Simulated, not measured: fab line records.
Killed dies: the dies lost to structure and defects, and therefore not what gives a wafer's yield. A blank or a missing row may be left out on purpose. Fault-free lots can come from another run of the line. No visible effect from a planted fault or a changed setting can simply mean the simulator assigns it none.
Which tool did it?	flow gf180mcu	14 lots, 42 wafers sampled, at 5 steps of a route of 602

## WHAT EACH GAUGE READ, for each wafer
GF_HV_LDD_CD_MEAS_07: the cd target is 400 nm.
lot	measured	on	cdNm (nm)
L156	day 10 00:37	cdSem-01	396.2 398.1 399.8
L159	day 10 23:03	cdSem-02	403.9 401.7 405.8
L160	day 11 14:30	cdSem-01	405.4 402.9 403.7
L163	day 12 20:06	cdSem-01	399.8 397.7 399.7
L164	day 12 20:11	cdSem-02	396.7 396.5 399.7
L165	day 13 14:12	cdSem-02	399.9 399.5 398.5
L166	day 13 14:29	cdSem-02	397.3 397.1 398.9
L168	day 14 10:47	cdSem-01	401.5 400.5 401.7
L170	day 14 18:30	cdSem-01	409.2 412.5 410.5
L172	day 15 08:41	cdSem-01	400.6 401.3 401.8
L174	day 15 13:13	cdSem-01	408.4 408.0 408.9
L177	day 16 12:39	cdSem-01	398.8 398.2 398.2
L178	day 17 01:21	cdSem-02	402.6 402.2 401.5
L179	day 17 04:09	cdSem-01	401.2 399.2 397.9

GF_M4_THK_MEAS_06: measures by xrf.
lot	measured	on	M4_ALCU_THK (nm)
L156	day 22 11:28	filmMetro-01	460 467 455
L159	day 23 11:50	filmMetro-01	460 459 464
L160	day 24 08:40	filmMetro-03	463 463 459
L163	day 25 20:20	filmMetro-03	465 462 458
L164	day 25 20:02	filmMetro-02	452 459 457
L165	day 26 15:43	filmMetro-03	467 465 463
L166	day 26 16:38	filmMetro-01	457 469 458
L168	day 27 11:57	filmMetro-01	463 457 457
L170	day 27 18:41	filmMetro-01	457 459 455
L172	day 28 07:10	filmMetro-01	458 459 453
L174	day 28 11:37	filmMetro-01	462 459 460
L177	day 29 10:12	filmMetro-02	461 455 458
L178	day 29 18:23	filmMetro-01	459 462 458
L179	day 29 20:23	filmMetro-01	469 462 466

GF_PASSIVATION_THK_MEAS_01.
lot	measured	on	PASSIVATION_CVD_00_THK (nm)
L156	day 28 02:18	filmMetro-04	993 1038 1027
L159	day 28 22:13	filmMetro-04	1003 1003 1005
L160	day 29 17:39	filmMetro-02	977 993 1010
L163	day 31 01:25	filmMetro-03	990 1010 1001
L164	day 30 23:52	filmMetro-04	983 993 995
L165	day 31 16:43	filmMetro-04	986 979 998
L166	day 31 18:22	filmMetro-02	1019 1019 1018
L168	day 32 10:11	filmMetro-02	986 992 1003
L170	day 32 17:43	filmMetro-04	996 988 1005
L172	day 33 01:22	filmMetro-04	983 999 1007
L174	day 33 07:55	filmMetro-02	1003 1023 1012
L177	day 34 01:13	filmMetro-04	998 1003 1020
L178	day 34 09:12	filmMetro-04	991 1001 992
L179	day 34 09:44	filmMetro-03	988 1004 992

## EACH LOT AND THE TOOL THAT RAN IT (in order: tool; ch and the chambers of the sampled wafers; start)
lot	GF_HV_LDD_DEVELOP_06	GF_MIM_SPUTTER_04
L156	lithoTrack-04 ch 0, day 10 00:28	pvdSputter-01, day 24 11:21
L159	lithoTrack-04 ch 0, day 10 22:54	pvdSputter-02, day 25 09:47
L160	lithoTrack-02 ch 0, day 11 14:22	pvdSputter-04, day 26 06:19
L163	lithoTrack-04 ch 0, day 12 19:57	pvdSputter-01, day 27 16:02
L164	lithoTrack-02 ch 0, day 12 20:02	pvdSputter-01, day 27 15:35
L165	lithoTrack-02 ch 0, day 13 14:03	pvdSputter-04, day 28 09:40
L166	lithoTrack-04 ch 0, day 13 14:10	pvdSputter-04, day 28 10:43
L168	lithoTrack-02 ch 0, day 14 10:38	pvdSputter-04, day 29 05:23
L170	lithoTrack-04 ch 0, day 14 18:21	pvdSputter-02, day 29 11:55
L172	lithoTrack-01 ch 0, day 15 08:32	pvdSputter-04, day 29 23:51
L174	lithoTrack-04 ch 0, day 15 13:04	pvdSputter-02, day 30 04:35
L177	lithoTrack-02 ch 0, day 16 12:30	pvdSputter-01, day 31 01:14
L178	lithoTrack-01 ch 0, day 17 01:13	pvdSputter-01, day 31 10:10
L179	lithoTrack-01 ch 0, day 17 04:01	pvdSputter-01, day 31 11:31
- GF_HV_LDD_DEVELOP_06: develop time 60 s.
- GF_MIM_SPUTTER_04: material TiN, target thk 50 nm, time 41.7 s.

## WHAT THE TOOLS THEMSELVES READ (means of the sampled wafers that have a number; where no wafer has one, the mark that the record gives instead)
GF_HV_LDD_DEVELOP_06.
lot	tool	developerTempC (C)
L156	lithoTrack-04	23.10
L159	lithoTrack-04	23.02
L160	lithoTrack-02	22.89
L163	lithoTrack-04	23.08
L164	lithoTrack-02	22.98
L165	lithoTrack-02	22.93
L166	lithoTrack-04	22.90
L168	lithoTrack-02	22.92
L170	lithoTrack-04	20.54
L172	lithoTrack-01	22.98
L174	lithoTrack-04	20.77
L177	lithoTrack-02	23.02
L178	lithoTrack-01	23.11
L179	lithoTrack-01	23.03

GF_MIM_SPUTTER_04.
lot	tool	throttleValvePct (%)
L156	pvdSputter-01	29.3
L159	pvdSputter-02	29.7
L160	pvdSputter-04	29.6
L163	pvdSputter-01	29.2
L164	pvdSputter-01	29.6
L165	pvdSputter-04	29.5
L166	pvdSputter-04	29.2
L168	pvdSputter-04	29.5
L170	pvdSputter-02	29.7
L172	pvdSputter-04	29.6
L174	pvdSputter-02	29.4
L177	pvdSputter-01	30.0
L178	pvdSputter-01	29.5
L179	pvdSputter-01	30.0

## THE ANSWER, worked out from the rows above alone
Rule: the usual values come from the lots themselves. Put in order of their means at a reading, lots are off if they are a third of the lots or fewer, leave a main group of 4 or more, and stand apart from it by a gap of 3 or more times the standard deviation of the main group's means; of several such gaps the widest counts. If all means in a main group match to the digits the tables above print for the reading, that group is not used. Also off: a lot with no number at a reading for which 4 or more lots have one. All remaining lots with rows at the step are treated as sound. Order of review: gauges by route order, followed by the tools' own readings, for which a lot's mean as printed above is used. The first step at which some lot is off is used, and at that step the reading that is off furthest; a lot without a number counts as furthest.
Off, at GF_HV_LDD_DEVELOP_06 on developerTempC: L170, L174. Main group: mean 23.00 C, sd 0.073.
If a tool, at that step or one of the process steps before it, ran each lot that is off and ran no sound lot following the first of them, it fits. One fits: lithoTrack-04 at GF_HV_LDD_DEVELOP_06. A fault onset in the window from L166 (day 13 14:10, its last sound lot) to L170 (day 14 18:21, its first lot off) fits.
The tool's own readings at GF_HV_LDD_DEVELOP_06 bear it out: on the lots that are off they differ by more than 5 times the standard deviation of the sound lots' means. developerTempC reads 20.66 C there against 23.00 C on the sound lots.

## WHAT HAD BEEN PUT IN BY THE SIMULATOR
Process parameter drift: lithoTrack-04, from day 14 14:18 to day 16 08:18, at GF_HV_LDD_DEVELOP_06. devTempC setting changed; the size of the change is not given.
Lots struck among those shown: L170, L174. The same result came from the rule above.
